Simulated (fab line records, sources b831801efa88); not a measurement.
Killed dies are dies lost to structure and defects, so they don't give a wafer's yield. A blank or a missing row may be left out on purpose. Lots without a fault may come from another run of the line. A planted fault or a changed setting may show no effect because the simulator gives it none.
A struck lot beside a sound one | flow sky130 | 22 steps out of a route of 708
Sound: wafers L712.1, L712.4, L712.6. Struck: wafers L728.1, L728.4, L728.6. The cause comes at the end.
At each step with rows: each side's tool, then ch and its chambers, then its first start. Under that, the readings that differ: sound wafers | struck wafers | difference of the means | sigmas: that difference in standard deviations of wafers without a fault.
alike: readings whose means differ by less than 2 such deviations, and words and numbers that are the same on both sides. not compared: withheld readings, readings that some wafer has no value for, bounds like >300 that may hide the same value, and numbers for which the record gives no deviation and whose values overlap.
The two part at a step that has a row with sigmas, a row that says differs or no value, or rows on one side only. Numbers that don't overlap but have no deviation are shown without sigmas and don't part them. A reading that every wafer of one side lacks parts them only if that side has two wafers or more.

SKY_POLY_GATE_THK_MEAS_21:
  sound on film_metro-03, day 17 16:26; struck on film_metro-03, day 23 13:17
  alike: POLY_GATE_OXIDATION_THK
SKY_POLY_GATE_CD_MEAS_22:
  sound on cd_sem-01, day 17 16:29; struck on cd_sem-01, day 23 13:21
  alike: cd_nm
then, 7 steps without rows for these wafers: SKY_LDD_N_DEHYDRATE_00 (time 60 s); SKY_LDD_N_HMDS_01 (prime time 60 s); SKY_LDD_N_COAT_02 (resist thk 300 nm); SKY_LDD_N_SOFTBAKE_03 (time 60 s); SKY_LDD_N_EXPOSE_04 (exposes mask NTM, target cd 840 nm); SKY_LDD_N_PEB_05; SKY_LDD_N_DEVELOP_06 (develop time 60 s).
SKY_LDD_N_OVL_MEAS_07:
  sound on overlay-01, day 18 22:02; struck on overlay-02, day 24 19:05
  alike: LDD_N_OVL
then, 2 steps without rows for these wafers: SKY_LDD_N_IMPLANT_08; SKY_LDD_N_IMPLANT_09.
SKY_LDD_N_IMPLANT_10:
  sound on implanter-01 ch 0, day 18 22:23; struck on implanter-02 ch 0, day 24 19:45
then, 5 steps without rows for these wafers: SKY_LDD_N_IMPLANT_11; SKY_LDD_N_IMPLANT_12; SKY_LDD_N_IMPLANT_13; SKY_LDD_N_IMPLANT_14; SKY_LDD_N_IMPLANT_15.
SKY_LDD_N_STRIP_16: strips in O2/N2.
  sound on plasma_asher-01 ch 0,1, day 18 23:17; struck on plasma_asher-04 ch 0, day 24 20:39
  reading                      | sound             | struck            | difference | sigmas
  strip_time_to_endpoint_s (s) | 4.286 4.305 4.296 | 4.502 4.498 4.503 | +0.205     | +14
  alike: drypump_motor_current_A, oes_product_au
  not compared: rf_hours_counter_h
SKY_LDD_N_TW_MEAS_17:
  sound on film_metro-02, day 18 23:23; struck on film_metro-04, day 24 20:45
  reading  | sound          | struck         | difference | sigmas
  LDD_N_TW | 2570 2565 2565 | 2737 2730 2731 | +166       | +5
then, 1 step without rows for these wafers: SKY_LDD_P_DEHYDRATE_00 (time 60 s).
-- the record jumps here: 26 days lie between the struck wafers' starts before and after (it left off in module LDD_P and takes up again in module PAD_OPEN, whose first step shown is number 708 of the route) --
SKY_PAD_OPEN_PROBE_99:
  sound on prober-02, day 46 16:39; struck on prober-02, day 50 11:12
  reading                                    | sound                | struck               | difference | sigmas
  model.etest.tip_n.rs_ohm_sq                | 442.5 444.4 445.4    | 384.1 387.2 388.4    | -57.5      |
  model.etest.nfet_01v8_swapped.vt_sat_v (V) | 0.6579 0.6534 0.6647 | 0.6438 0.6399 0.6497 | -0.0142    |
  model.etest.nfet_01v8_turned.vt_sat_v (V)  | 0.6608 0.6514 0.6593 | 0.6482 0.6448 0.6496 | -0.0096    |
  alike: killed_at_M0_to_M3, killed_at_M4_up, killed_at_contacts, killed_at_front_end, killed_at_other, killed_dies, killed_on_rim, killed_open, killed_short

WHERE THEY PART
First at SKY_LDD_N_STRIP_16; last, within this record, at SKY_LDD_N_TW_MEAS_17. Later steps at which nothing parts them and some readings are alike: SKY_PAD_OPEN_PROBE_99.

WHY: what the simulator had put in
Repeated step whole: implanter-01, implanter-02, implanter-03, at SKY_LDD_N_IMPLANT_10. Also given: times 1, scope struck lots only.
